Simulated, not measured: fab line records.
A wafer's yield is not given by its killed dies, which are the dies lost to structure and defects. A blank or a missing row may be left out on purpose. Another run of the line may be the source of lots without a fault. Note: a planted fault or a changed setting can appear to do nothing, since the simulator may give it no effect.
Lot-split experiment | flow sky130 | route with 708 steps; 5 lots, 23 wafers read

== THE SPLIT ITSELF ==
At SKY_VIA2_CVD_21 (deposits W, target thk 420 nm, time 126.4 s), the setting temp_c was moved away from the recipe's 400 C on 10 of the 23 wafers read, by -1.9% to +2.5%. The other wafers ran this setting at the recipe's value.

== SPLIT TO READING: what lies between them in the file, 1 step ==
- SKY_VIA2_RS_MEAS_22: measures by four-point-probe

== THE READING ==
VIA2_W_THK, in nm, at SKY_VIA2_THK_MEAS_23 (measures by xrf). Typical for fault-free wafers on this fab line: 418 nm, with standard deviation 9.5 nm.

wafer  | tool, chamber at the split | temp_c as run, C | against the recipe | VIA2_W_THK, nm | against lot-mates on the recipe
L074.1 | cvd_w-01, 1                | 400              | recipe             | 406            | -
L074.2 | cvd_w-01, 0                | 405.2            | +1.3%              | 442            | +38
L074.3 | cvd_w-01, 0                | 400              | recipe             | 399            | -
L074.4 | cvd_w-01, 1                | 400              | recipe             | 406            | -
L074.5 | cvd_w-01, 0                | 405.2            | +1.3%              | 438            | +34
L076.1 | cvd_w-02, 0                | 410.1            | +2.5%              | 496            | +80
L076.2 | cvd_w-02, 1                | 400              | recipe             | 413            | -
L076.3 | cvd_w-02, 0                | 400              | recipe             | 420            | -
L076.5 | cvd_w-02, 0                | 400              | recipe             | 416            | -
L076.6 | cvd_w-02, 1                | 410.1            | +2.5%              | 492            | +76
L081.1 | cvd_w-02, 0                | 400              | recipe             | 418            | -
L081.2 | cvd_w-02, 1                | 392.4            | -1.9%              | 358            | -58
L081.3 | cvd_w-02, 1                | 392.4            | -1.9%              | 365            | -52
L081.5 | cvd_w-02, 1                | 400              | recipe             | 415            | -
L081.6 | cvd_w-02, 0                | 392.4            | -1.9%              | 366            | -50
L083.2 | cvd_w-02, 1                | 392.7            | -1.8%              | 370            | -44
L083.3 | cvd_w-02, 0                | 392.7            | -1.8%              | 369            | -46
L083.4 | cvd_w-02, 1                | 392.7            | -1.8%              | 370            | -44
L083.5 | cvd_w-02, 0                | 400              | recipe             | 414            | -
L083.6 | cvd_w-02, 1                | 400              | recipe             | 415            | -
L084.1 | cvd_w-02, 0                | 400              | recipe             | 427            | -
L084.2 | cvd_w-02, 1                | 400              | recipe             | 428            | -
L084.5 | cvd_w-02, 1                | 400              | recipe             | 435            | -

FIT RESULTS
A straight line over all 23 wafers: VIA2_W_THK changes by +27.4 nm for each +1% of temp_c; r = +0.97; the points scatter about the line by 8.9 nm.
The same after taking each lot's own level away (the mean of its wafers on the recipe; 23 wafers): +28.2 nm for each +1%; r = +0.99; scatter 3.9 nm.
That fit puts the effect of the largest move of temp_c on the reading at 71 nm.
The lots' own levels span 403.7 to 430.0 nm, that is 2.8 times the standard deviation above.
Hence the lot-to-lot level has little effect on the slope; both slopes agree.
Check: for one of the wafers moved furthest among these (+2.5%), held out of the fit, the line's prediction against its lot-mates is +70.4 nm. It came out at +79.7 nm against them.

== ADDITIONAL SPLITS CARRIED BY THESE WAFERS ==
Other splits were also applied to these wafers ahead of the reading. Each is held against what the fit with the lots' levels taken away leaves over:
other split on the same wafers | wafers away from the commonest value | r with VIA2_W_THK (lot level and that fit taken away)
SKY_VIA2_DEVELOP_11 dev_temp_c | 5                                    | -0.26

== THE WHOLE CHAIN: every reading that the file lists as answering this split, in the file's order ==
step                 | what it does                                | reading                                                                  | change (the file's fit)              | r (the file's)
SKY_VIA2_CVD_21      | deposits W, target thk 420 nm, time 126.4 s | W_of_VIA2_CVD_21.thk_nm (the simulator's own value, which no gauge read) | +29.8 nm for each +1% of the setting | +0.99
SKY_VIA2_RS_MEAS_22  | measures by four-point-probe                | VIA2_W_RS                                                                | -0.019 for each +1% of the setting   | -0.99
SKY_VIA2_THK_MEAS_23 | measures by xrf                             | VIA2_W_THK                                                               | +28.4 for each +1% of the setting    | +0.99

== THE FILE'S OWN FIT ==
VIA2_W_THK changes by +28.4 nm for each +1% of temp_c, r = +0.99.
